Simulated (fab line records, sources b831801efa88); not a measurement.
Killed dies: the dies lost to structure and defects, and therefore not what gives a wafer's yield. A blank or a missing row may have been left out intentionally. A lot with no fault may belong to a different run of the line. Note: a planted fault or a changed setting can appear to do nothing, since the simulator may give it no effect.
fab line records | flow gf180mcu
record: lots: 15 | wafers: 45 | lastDay: 33
route steps=602 shown VT_IMPLANT@94 V3@443 M4@473
lots untouched by any fault: they come from a run of this same line in which no faults occurred
startH: the number of hours between the record's first day and the start of the first shown wafer of the lot | waitH: hours since the lot's step before | " the same as in the row above | L1.1+2: a single row standing in for several wafers | - value missing, or start not given | * or withheld: withheld | < > ~ a bound
route shown NAME@n: names a module that has steps shown in the file, with the first one's number in the route | usual: mean and standard deviation over wafers with no fault | same: alike in all rows | chamber/n: place in a boat | sites: per-site readings | _std_site: standard deviation across them | _edge_site: mean of outer sites minus mean of inner sites | radiusMm: for every site, how far away it sits from the centre of the wafer | mask NAME#n: copy n | behind: tool/chamber where the wafer was last shaped | hold: why the lot went on hold/how many hours it stayed there/how the hold came to an end | device: the transistor (n, p or np) that didn't switch | end of line: the tests these same wafers got at the end of their route | a step with no rows: only its recipe | killed: the dies lost at the first sort to structure and to defects; this is not the yield of the wafer | map: shows each die of a wafer: x if killed, . if not, _ if none is there
set.NAME: the setting that was run; set.NAME@STEP: the one run at that earlier step | model.NAME: the simulator's own value behind a step, which no gauge read
route steps across a sampled set of lots; one table per step, one row per wafer
services: from which hour (startH, from the record's first day; less than 0 if before it) a tool's chamber was out of use, for how many hours, and why
== steps ==
step: GF_VT_IMPLANT_EXPOSE_04
recipe: maskId: LVPWELL_LV_AREA | targetCdNm: 600 | na: 0.6 | sourceShape: conventional | sigmaOuter: 0.6 | doseMj: 140
usual: exposureDoseMJCm2: 139.99/0.14 | focusOffsetNm: -0.1/0.52
lot.wafer | tool            | chamber | startH | waitH | mask              | exposureDoseMJCm2 | focusOffsetNm
L665.3    | ilineStepper-01 | 0       | 102.43 | -     | LVPWELL_LV_AREA#0 | 140.11            | 0.1
L665.5    | "               | 0       | "      | "     | LVPWELL_LV_AREA#0 | 140.02            | 0.2
L665.6    | "               | 0       | "      | "     | LVPWELL_LV_AREA#0 | 139.96            | -0.4
L667.4    | ilineStepper-01 | 0       | 118.79 | -     | LVPWELL_LV_AREA#0 | 139.97            | 0.1
L667.5    | "               | 0       | "      | "     | LVPWELL_LV_AREA#0 | 139.97            | 0.2
L667.6    | "               | 0       | "      | "     | LVPWELL_LV_AREA#0 | 139.92            | 0.1
L668.1    | ilineStepper-01 | 0       | 123.05 | -     | LVPWELL_LV_AREA#0 | 140.09            | 0.0
L668.2    | "               | 0       | "      | "     | LVPWELL_LV_AREA#0 | 140.01            | -0.7
L668.5    | "               | 0       | "      | "     | LVPWELL_LV_AREA#0 | 139.85            | -0.1
L669.1    | ilineStepper-02 | 0       | 128.04 | -     | LVPWELL_LV_AREA#0 | 140.20            | 0.8
L669.3    | "               | 0       | "      | "     | LVPWELL_LV_AREA#0 | 140.02            | 0.2
L669.5    | "               | 0       | "      | "     | LVPWELL_LV_AREA#0 | 140.14            | 0.8
L670.1    | ilineStepper-01 | 0       | 134.42 | -     | LVPWELL_LV_AREA#0 | 140.13            | -0.1
L670.3    | "               | 0       | "      | "     | LVPWELL_LV_AREA#0 | 139.96            | -1.4
L670.6    | "               | 0       | "      | "     | LVPWELL_LV_AREA#0 | 140.02            | -0.9
L671.4    | ilineStepper-02 | 0       | 140.89 | -     | LVPWELL_LV_AREA#0 | 140.03            | -0.4
L671.5    | "               | 0       | "      | "     | LVPWELL_LV_AREA#0 | 140.13            | -0.4
L671.6    | "               | 0       | "      | "     | LVPWELL_LV_AREA#0 | 140.27            | 0.5
L672.2    | ilineStepper-01 | 0       | 145.20 | -     | LVPWELL_LV_AREA#0 | 140.00            | 0.0
L672.3    | "               | 0       | "      | "     | LVPWELL_LV_AREA#0 | 140.15            | -0.1
L672.6    | "               | 0       | "      | "     | LVPWELL_LV_AREA#0 | 140.03            | 0.4
L673.1    | ilineStepper-02 | 0       | 152.77 | -     | LVPWELL_LV_AREA#0 | 139.91            | 0.4
L673.2    | "               | 0       | "      | "     | LVPWELL_LV_AREA#0 | 139.99            | 1.1
L673.3    | "               | 0       | "      | "     | LVPWELL_LV_AREA#0 | 140.03            | 0.4
L674.3    | ilineStepper-01 | 0       | 154.77 | -     | LVPWELL_LV_AREA#0 | 139.92            | -0.9
L674.4    | "               | 0       | "      | "     | LVPWELL_LV_AREA#0 | 139.98            | 0.0
L674.6    | "               | 0       | "      | "     | LVPWELL_LV_AREA#0 | 140.11            | 0.2
L676.2    | ilineStepper-02 | 0       | 170.82 | -     | LVPWELL_LV_AREA#0 | 139.93            | -0.2
L676.4    | "               | 0       | "      | "     | LVPWELL_LV_AREA#0 | 140.07            | -1.1
L676.5    | "               | 0       | "      | "     | LVPWELL_LV_AREA#0 | 139.96            | 0.2
L678.2    | ilineStepper-02 | 0       | 184.01 | -     | LVPWELL_LV_AREA#0 | 139.81            | 0.8
L678.3    | "               | 0       | "      | "     | LVPWELL_LV_AREA#0 | 139.99            | -0.2
L678.5    | "               | 0       | "      | "     | LVPWELL_LV_AREA#0 | 140.04            | 0.6
L684.3    | ilineStepper-02 | 0       | 224.53 | -     | LVPWELL_LV_AREA#0 | 140.02            | -0.3
L684.5    | "               | 0       | "      | "     | LVPWELL_LV_AREA#0 | 140.28            | -0.2
L684.6    | "               | 0       | "      | "     | LVPWELL_LV_AREA#0 | 140.15            | 0.1
L686.1    | ilineStepper-02 | -       | 229.29 | -     | LVPWELL_LV_AREA#0 | -                 | -
L686.4    | "               | -       | "      | "     | LVPWELL_LV_AREA#0 | -                 | -
L686.6    | "               | -       | "      | "     | LVPWELL_LV_AREA#0 | -                 | -
L687.1    | ilineStepper-02 | -       | 241.65 | -     | LVPWELL_LV_AREA#0 | -                 | -
L687.2    | "               | -       | "      | "     | LVPWELL_LV_AREA#0 | -                 | -
L687.6    | "               | -       | "      | "     | LVPWELL_LV_AREA#0 | -                 | -
L688.1    | ilineStepper-01 | -       | 250.93 | -     | LVPWELL_LV_AREA#0 | -                 | -
L688.2    | "               | -       | "      | "     | LVPWELL_LV_AREA#0 | -                 | -
L688.4    | "               | -       | "      | "     | LVPWELL_LV_AREA#0 | -                 | -
step: GF_VT_IMPLANT_STRIP_09
recipe: chemistry: O2/N2 | powerW: 1400 | pressureMtorr: 1500 | platenTempC: 250 | o2FlowSccm: 3000 | n2FlowSccm: 300 | overashFraction: 0.5
usual: drypumpMotorCurrentA: 5.8/0.51 | heaterPowerW: 334/30 | oesProductAu: 0.715/0.0046 | stripTimeToEndpointS: 12.62/0.038
lot.wafer | tool           | chamber | startH | waitH | drypumpMotorCurrentA | heaterPowerW | oesProductAu | rfHoursCounterH | stripTimeToEndpointS
L665.3    | plasmaAsher-04 | 1       | 109.72 | 0.1   | 5.1                  | 326          | 0.722        | -               | 12.60
L665.5    | "              | 0       | "      | "     | 5.8                  | 350          | 0.703        | -               | 12.63
L665.6    | "              | 1       | "      | "     | 5.1                  | 323          | 0.712        | -               | 12.63
L667.4    | plasmaAsher-04 | 0       | 125.78 | 0.1   | 5.8                  | 358          | 0.708        | -               | 12.64
L667.5    | "              | 0       | "      | "     | 5.8                  | 359          | 0.724        | -               | 12.66
L667.6    | "              | 1       | "      | "     | 5.1                  | 329          | 0.707        | -               | 12.64
L668.1    | plasmaAsher-02 | 0       | 129.19 | 0.1   | 6.5                  | 393          | 0.719        | 1               | 12.62
L668.2    | "              | 1       | "      | "     | 5.5                  | 292          | 0.721        | 1               | 12.62
L668.5    | "              | 0       | "      | "     | 6.5                  | 392          | 0.717        | -               | 12.64
L669.1    | plasmaAsher-04 | 1       | 134.49 | 0.1   | 5.1                  | 327          | 0.720        | 34              | 12.64
L669.3    | "              | 1       | "      | "     | 5.1                  | 334          | 0.716        | -               | 12.65
L669.5    | "              | 1       | "      | "     | 5.1                  | 325          | 0.716        | -               | 12.62
L670.1    | plasmaAsher-04 | 1       | 142.19 | 0.1   | 5.1                  | 333          | 0.716        | 34              | 12.56
L670.3    | "              | 1       | "      | "     | 5.1                  | 323          | 0.712        | -               | 12.63
L670.6    | "              | 1       | "      | "     | 5.0                  | 329          | 0.714        | -               | 12.56
L671.4    | plasmaAsher-04 | 1       | 148.38 | 0.1   | 5.1                  | 324          | 0.712        | -               | 12.66
L671.5    | "              | 0       | "      | "     | 5.8                  | 351          | 0.710        | -               | 12.66
L671.6    | "              | 1       | "      | "     | 5.1                  | 324          | 0.714        | -               | 12.61
L672.2    | plasmaAsher-04 | 0       | 152.84 | 0.1   | 5.8                  | 355          | 0.715        | 36              | 12.57
L672.3    | "              | 0       | "      | "     | 5.8                  | 351          | 0.723        | -               | 12.61
L672.6    | "              | 0       | "      | "     | 5.8                  | 349          | 0.710        | -               | 12.64
L673.1    | plasmaAsher-04 | 1       | 160.68 | 0.1   | 5.1                  | 320          | 0.718        | 36              | 12.69
L673.2    | "              | 0       | "      | "     | 5.8                  | 354          | 0.725        | 36              | 12.68
L673.3    | "              | 0       | "      | "     | 5.8                  | 359          | 0.715        | -               | 12.67
L674.3    | plasmaAsher-02 | 1       | 162.38 | 0.1   | 5.5                  | 302          | 0.713        | -               | 12.62
L674.4    | "              | 0       | "      | "     | 6.5                  | 388          | 0.718        | -               | 12.61
L674.6    | "              | 0       | "      | "     | 6.5                  | 387          | 0.717        | -               | 12.62
L676.2    | plasmaAsher-01 | 0       | 179.35 | 0.1   | 6.4                  | 302          | 0.717        | 54              | 12.69
L676.4    | "              | 1       | "      | "     | 6.1                  | 331          | 0.715        | -               | 12.72
L676.5    | "              | 1       | "      | "     | 6.1                  | 324          | 0.717        | -               | 12.66
L678.2    | plasmaAsher-01 | 0       | 191.65 | 0.1   | 6.4                  | 298          | 0.721        | 56              | 12.56
L678.3    | "              | 1       | "      | "     | 6.1                  | 332          | 0.719        | -               | 12.57
L678.5    | "              | 0       | "      | "     | 6.4                  | 293          | 0.721        | -               | 12.55
L684.3    | plasmaAsher-04 | 0       | 233.48 | 0.1   | 5.9                  | 352          | 0.716        | -               | 12.64
L684.5    | "              | 1       | "      | "     | 5.1                  | 323          | 0.712        | -               | 12.68
L684.6    | "              | 0       | "      | "     | 5.8                  | 359          | 0.713        | -               | 12.67
L686.1    | plasmaAsher-02 | 0       | 238.09 | 0.1   | 6.5                  | 380          | 0.717        | 12              | 12.59
L686.4    | "              | 0       | "      | "     | 6.5                  | 381          | 0.713        | -               | 12.61
L686.6    | "              | 1       | "      | "     | 5.5                  | 293          | 0.720        | -               | 12.59
L687.1    | plasmaAsher-02 | 0       | 250.94 | 0.1   | 6.5                  | 387          | 0.719        | 14              | 12.62
L687.2    | "              | 1       | "      | "     | 5.5                  | 309          | 0.706        | 14              | 12.63
L687.6    | "              | 0       | "      | "     | 6.5                  | 375          | 0.716        | -               | 12.59
L688.1    | plasmaAsher-01 | 0       | 260.59 | 0.1   | 6.4                  | 301          | 0.714        | 63              | 12.62
L688.2    | "              | 1       | "      | "     | 6.1                  | 343          | 0.708        | 63              | 12.63
L688.4    | "              | 0       | "      | "     | 6.4                  | 299          | 0.720        | -               | 12.61
step: GF_V3_CD_MEAS_14
recipe: targetCdNm: 260
usual: cdNm: 260.2/1.1
lot.wafer | tool     | chamber | startH | waitH | cdNm
L665.3    | cdSem-02 | -       | 506.84 | 0.1   | 260.1
L665.5    | "        | -       | "      | "     | 259.5
L665.6    | "        | -       | "      | "     | 258.6
L667.4    | cdSem-01 | -       | 526.66 | 0.1   | 262.8
L667.5    | "        | -       | "      | "     | 261.8
L667.6    | "        | -       | "      | "     | 262.2
L668.1    | cdSem-01 | -       | 536.96 | 0.1   | 260.2
L668.2    | "        | -       | "      | "     | 260.5
L668.5    | "        | -       | "      | "     | 259.7
L669.1    | cdSem-02 | -       | 549.76 | 0.1   | 260.2
L669.3    | "        | -       | "      | "     | 261.1
L669.5    | "        | -       | "      | "     | 260.2
L670.1    | cdSem-01 | -       | 562.51 | 0.1   | 261.9
L670.3    | "        | -       | "      | "     | 261.2
L670.6    | "        | -       | "      | "     | 261.6
L671.4    | cdSem-01 | -       | 566.06 | 0.1   | 259.4
L671.5    | "        | -       | "      | "     | 259.1
L671.6    | "        | -       | "      | "     | 260.2
L672.2    | cdSem-01 | -       | 569.52 | 0.1   | 260.7
L672.3    | "        | -       | "      | "     | 258.9
L672.6    | "        | -       | "      | "     | 260.2
L673.1    | cdSem-01 | -       | 583.70 | 0.1   | 258.0
L673.2    | "        | -       | "      | "     | 258.3
L673.3    | "        | -       | "      | "     | 259.0
L674.3    | cdSem-02 | -       | 584.64 | 0.1   | 260.9
L674.4    | "        | -       | "      | "     | 261.6
L674.6    | "        | -       | "      | "     | 262.3
L676.2    | cdSem-01 | -       | 603.62 | 0.1   | 259.7
L676.4    | "        | -       | "      | "     | 258.5
L676.5    | "        | -       | "      | "     | 259.0
L678.2    | cdSem-02 | -       | 624.17 | 0.1   | 261.1
L678.3    | "        | -       | "      | "     | 261.8
L678.5    | "        | -       | "      | "     | 262.2
L684.3    | cdSem-01 | -       | 666.79 | 0.1   | 259.0
L684.5    | "        | -       | "      | "     | 258.2
L684.6    | "        | -       | "      | "     | 259.5
step: GF_M4_STRIP_17
recipe: chemistry: O2/N2 | powerW: 1400 | pressureMtorr: 1500 | platenTempC: 250 | o2FlowSccm: 3000 | n2FlowSccm: 300 | overashFraction: 0.5
usual: drypumpMotorCurrentA: 5.9/0.45 | heaterPowerW: 338/22 | oesProductAu: 0.557/0.0047 | stripTimeToEndpointS: 7.86/0.038
lot.wafer | tool           | chamber | startH | waitH | drypumpMotorCurrentA | heaterPowerW | oesProductAu | rfHoursCounterH | stripTimeToEndpointS
L665.3    | plasmaAsher-04 | 1       | 531.91 | 0.1   | 5.1                  | 321          | 0.553        | -               | 7.88
L665.5    | "              | 1       | "      | "     | 5.0                  | 328          | 0.563        | -               | 7.87
L665.6    | "              | 0       | "      | "     | 5.8                  | 352          | 0.552        | -               | 7.88
L667.4    | plasmaAsher-01 | 1       | 551.20 | 0.1   | 6.1                  | 336          | 0.558        | -               | 7.85
L667.5    | "              | 0       | "      | "     | 6.4                  | 292          | 0.557        | -               | 7.89
L667.6    | "              | 1       | "      | "     | 6.1                  | 333          | 0.559        | -               | 7.86
L668.1    | plasmaAsher-01 | 1       | 561.77 | 0.1   | 6.1                  | 331          | 0.553        | 14              | 7.88
L668.2    | "              | 0       | "      | "     | 6.4                  | 302          | 0.551        | 14              | 7.92
L668.5    | "              | 0       | "      | "     | 6.4                  | 289          | 0.564        | -               | 7.92
L669.1    | plasmaAsher-03 | 0       | 573.63 | 0.2   | 6.4                  | 348          | 0.563        | 90              | 7.90
L669.3    | "              | 1       | "      | "     | 5.7                  | 357          | 0.561        | -               | 7.91
L669.5    | "              | 1       | "      | "     | 5.6                  | 348          | 0.563        | -               | 7.92
L670.1    | plasmaAsher-04 | 1       | 585.81 | 0.1   | 5.1                  | 327          | 0.555        | 78              | 7.87
L670.3    | "              | 1       | "      | "     | 5.1                  | 332          | 0.561        | -               | 7.87
L670.6    | "              | 0       | "      | "     | 5.8                  | 354          | 0.550        | -               | 7.94
L671.4    | plasmaAsher-01 | 1       | 589.55 | 0.1   | 6.1                  | 330          | 0.561        | -               | 7.87
L671.5    | "              | 1       | "      | "     | 6.1                  | 336          | 0.562        | -               | 7.86
L671.6    | "              | 0       | "      | "     | 6.4                  | 291          | 0.559        | -               | 7.85
L672.2    | plasmaAsher-01 | 0       | 592.86 | 0.1   | 6.4                  | 301          | 0.555        | 18              | 7.82
L672.3    | "              | 1       | "      | "     | 6.1                  | 322          | 0.565        | -               | 7.83
L672.6    | "              | 1       | "      | "     | 6.1                  | 330          | 0.557        | -               | 7.84
L673.1    | plasmaAsher-01 | 1       | 605.68 | 0.2   | 6.1                  | 331          | 0.568        | 19              | 7.90
L673.2    | "              | 0       | "      | "     | 6.4                  | 298          | 0.557        | 19              | 7.91
L673.3    | "              | 1       | "      | "     | 6.1                  | 329          | 0.557        | -               | 7.91
L674.3    | plasmaAsher-03 | 0       | 605.85 | 0.1   | 6.4                  | 345          | 0.552        | -               | 7.86
L674.4    | "              | 1       | "      | "     | 5.7                  | 362          | 0.558        | -               | 7.84
L674.6    | "              | 1       | "      | "     | 5.7                  | 361          | 0.559        | -               | 7.88
L676.2    | plasmaAsher-04 | 1       | 625.37 | 0.1   | 5.1                  | 318          | 0.555        | 83              | 7.85
L676.4    | "              | 0       | "      | "     | 5.8                  | 354          | 0.547        | -               | 7.85
L676.5    | "              | 1       | "      | "     | 5.0                  | 321          | 0.555        | -               | 7.86
L678.2    | plasmaAsher-03 | 1       | 646.57 | 0.1   | 5.6                  | 364          | 0.558        | 98              | 7.83
L678.3    | "              | 1       | "      | "     | 5.6                  | 357          | 0.557        | -               | 7.82
L678.5    | "              | 0       | "      | "     | 6.3                  | 346          | 0.556        | -               | 7.82
L684.3    | plasmaAsher-03 | 1       | 687.60 | 0.1   | 5.7                  | 354          | 0.554        | -               | 7.93
L684.5    | "              | 1       | "      | "     | 5.7                  | 357          | 0.557        | -               | 7.97
L684.6    | "              | 0       | "      | "     | 6.4                  | 339          | 0.562        | -               | 7.92
== services ==
tool            | chamber | startH | hours | kind
plasmaAsher-02  | -       | 108.75 | 9.0   | pm
ilineStepper-01 | -       | 109.52 | 1.7   | pm
ilineStepper-02 | -       | 131.49 | 1.7   | pm
plasmaAsher-03  | -       | 228.10 | 5.1   | pm
plasmaAsher-04  | -       | 238.05 | 1.4   | repair
plasmaAsher-04  | -       | 239.25 | 1.0   | repair
plasmaAsher-01  | -       | 288.54 | 0.9   | repair
plasmaAsher-04  | -       | 308.55 | 14.6  | pm
ilineStepper-01 | -       | 327.70 | 1.7   | pm
ilineStepper-02 | -       | 349.77 | 1.7   | pm
ilineStepper-01 | -       | 382.88 | 4.1   | repair
plasmaAsher-01  | -       | 421.25 | 9.0   | pm
plasmaAsher-04  | -       | 457.45 | 0.4   | repair
plasmaAsher-01  | -       | 526.39 | 1.4   | repair
ilineStepper-01 | -       | 545.88 | 1.7   | pm
ilineStepper-01 | -       | 558.02 | 41.2  | repair
plasmaAsher-01  | -       | 583.33 | 0.5   | repair
ilineStepper-02 | -       | 591.79 | 5.5   | repair
ilineStepper-02 | -       | 597.31 | 1.7   | pm
ilineStepper-01 | -       | 599.22 | 4.4   | pm
ilineStepper-02 | -       | 625.91 | 6.0   | repair
plasmaAsher-04  | -       | 630.80 | 2.8   | pm
plasmaAsher-04  | -       | 649.29 | 1.4   | repair
ilineStepper-02 | -       | 685.62 | 2.1   | pm
== key ==
firstSign: step: GF_VT_IMPLANT_EXPOSE_04 | reading: toolRecord | direction: missing
effect none on later readings
metAt GF_VT_IMPLANT_EXPOSE_04
struckLots L686,L687,L688
laterRowsLeftOut L686.1,L686.4,L686.6,L687.1,L687.2,L687.6,L688.1,L688.2,L688.4
sortLeftOut L686.1,L686.4,L686.6,L687.1,L687.2,L687.6,L688.1,L688.2,L688.4
testerLeftOut L686,L687,L688
notActingAt GF_VT_IMPLANT_STRIP_09,GF_V3_CD_MEAS_14,GF_M4_STRIP_17
onsetBetween 224.53 229.29
fault: kind: skippedStepWhole | tool: ilineStepper-01,ilineStepper-02 | chamber: - | onsetH: 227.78 | steps: GF_VT_IMPLANT_EXPOSE_04 | scope: struckLotsOnly
testerLeftOut: of these lots the tester's yield and bins aren't shown, on N5 and GAA mostly nor the transistor test; their killed dies are dies lost to structure and defects alone, not to doping, threshold or leakage, so they don't give the yield
sortLeftOut: the simulated sort isn't trusted on such a fault, so these wafers' sort isn't shown, and their yield isn't known
laterRowsLeftOut: the simulator's readings of these wafers behind a module that went badly wrong aren't trusted and aren't shown, but for the sort
